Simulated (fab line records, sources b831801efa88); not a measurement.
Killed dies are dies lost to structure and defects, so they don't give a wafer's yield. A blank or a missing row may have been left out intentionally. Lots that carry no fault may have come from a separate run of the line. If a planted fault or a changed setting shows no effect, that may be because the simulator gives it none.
A lot that was struck, set against a sound lot | flow gf180mcu | 15 steps out of a route of 602
Sound: the wafers L265.1, L265.3, L265.4. Struck: wafer L279.4 (left out: L279.2, L279.3 of the same lot, which were not struck); the cause appears at the end.
Each step with rows lists, per side, the tool, then ch with its chambers, then its first start. Under that, the readings that differ: sound wafers | struck wafers | difference of the means | sigmas: that difference in standard deviations of wafers without a fault.
alike: readings with means less than 2 such deviations apart, plus words and numbers identical on both sides. not compared: withheld readings, readings lacking a value on some wafer, bounds such as >300 that could conceal the same value, and numbers that have no deviation in the record and whose values overlap.
The two part at a step that has a row with sigmas, a row that says differs or no value, or rows on one side only. When numbers do not overlap yet have no deviation, they are printed without sigmas and do not part them. A reading missing from all wafers of one side parts the sides only when that side holds two or more wafers.

GF_CONTACT_ETCH_16: etches BARC in N2/H2.
  sound on rie-diel-03 ch 0,2,3, day 17 00:16; struck on rie-diel-01 ch 3, day 21 13:28
  alike: drypump-motor-current-A, oes-product-au, throttle-valve-pct
then, 1 step without rows for these wafers: GF_CONTACT_ETCH_17 (etches SiO2 in C4F8/O2/Ar, stops on CoSi2, target depth 860 nm).
GF_CONTACT_STRIP_18: strips in O2/N2.
  sound on plasma-asher-02 ch 0,1, day 17 00:26; struck on plasma-asher-02 ch 1, day 21 13:38
  alike: drypump-motor-current-A, heater-power-w, oes-product-au
  not compared: rf-hours-counter-h
then, 3 steps without rows for these wafers: GF_CONTACT_CLEAN_19 (cleans in SPM); GF_CONTACT_CLEAN_20 (cleans in DIW); GF_CONTACT_CLEAN_21 (cleans in dHF, time 20 s).
GF_CONTACT_SPUTTER_22: material Ti, target thk 15 nm, time 80.02 s.
  struck on pvd-sputter-01, day 21 13:56; sound on pvd-sputter-01, day 17 00:46
  alike: throttle-valve-pct
then, 2 steps without rows for these wafers: GF_CONTACT_SPUTTER_23 (material TiN, target thk 10 nm, time 40 s); GF_CONTACT_CVD_24 (deposits W, target thk 300 nm, time 90.339 s).
GF_CONTACT_RS_MEAS_25: the measuring method here is four-point-probe.
  struck on film-metro-04, day 21 14:09; sound on film-metro-04, day 17 00:58
  reading               | sound             | struck | difference | sigmas
  CONTACT_W_RS (ohm/sq) | 0.372 0.378 0.370 | 0.398  | +0.025     | +3
GF_CONTACT_THK_MEAS_26: measures by xrf.
  struck on film-metro-04, day 21 14:16; sound on film-metro-04, day 17 01:05
  reading            | sound       | struck | difference | sigmas
  CONTACT_W_THK (nm) | 309 306 312 | 295    | -14        | -2
GF_CONTACT_CMP_27: polishes, stops on SiO2, t overpolish 15 s, target thk 0 nm.
  sound on cmp-02 ch 0,1,3, day 17 01:08; struck on cmp-01 ch 1, day 21 14:19
  alike: motor-current-A, overpolish-run-s, retaining-ring-pressure-frac, slurry-flow-ml-min, time-to-endpoint-s
GF_M1_SPUTTER_00: material Ti, target thk 37.5 nm, time 150 s.
  struck on pvd-sputter-04, day 21 14:37; sound on pvd-sputter-04, day 17 01:26
  reading                               | sound             | struck | difference | sigmas
  model.Ti_of_M1_SPUTTER_00.thk-nm (nm) | 37.16 37.78 37.57 | 20.06  | -17.44     |
  alike: throttle-valve-pct
GF_M1_SPUTTER_01: material TiN, target thk 30 nm, time 25 s.
  struck on pvd-sputter-04, day 21 14:43; sound on pvd-sputter-04, day 17 01:32
  alike: throttle-valve-pct
-- the record jumps here: 12 days lie between the struck wafers' starts before and after (it left off in module M1 and takes up again in module PASSIVATION, whose first step shown is number 602 of the route) --
GF_PASSIVATION_PROBE_99:
  only the struck wafers here have rows in the record (prober-01, day 33 04:20); the sound ones have none

== WHERE THEY PART ==
At GF_CONTACT_RS_MEAS_25 first; at GF_PASSIVATION_PROBE_99 last (within this record only).

WHY: the cause the simulator had injected
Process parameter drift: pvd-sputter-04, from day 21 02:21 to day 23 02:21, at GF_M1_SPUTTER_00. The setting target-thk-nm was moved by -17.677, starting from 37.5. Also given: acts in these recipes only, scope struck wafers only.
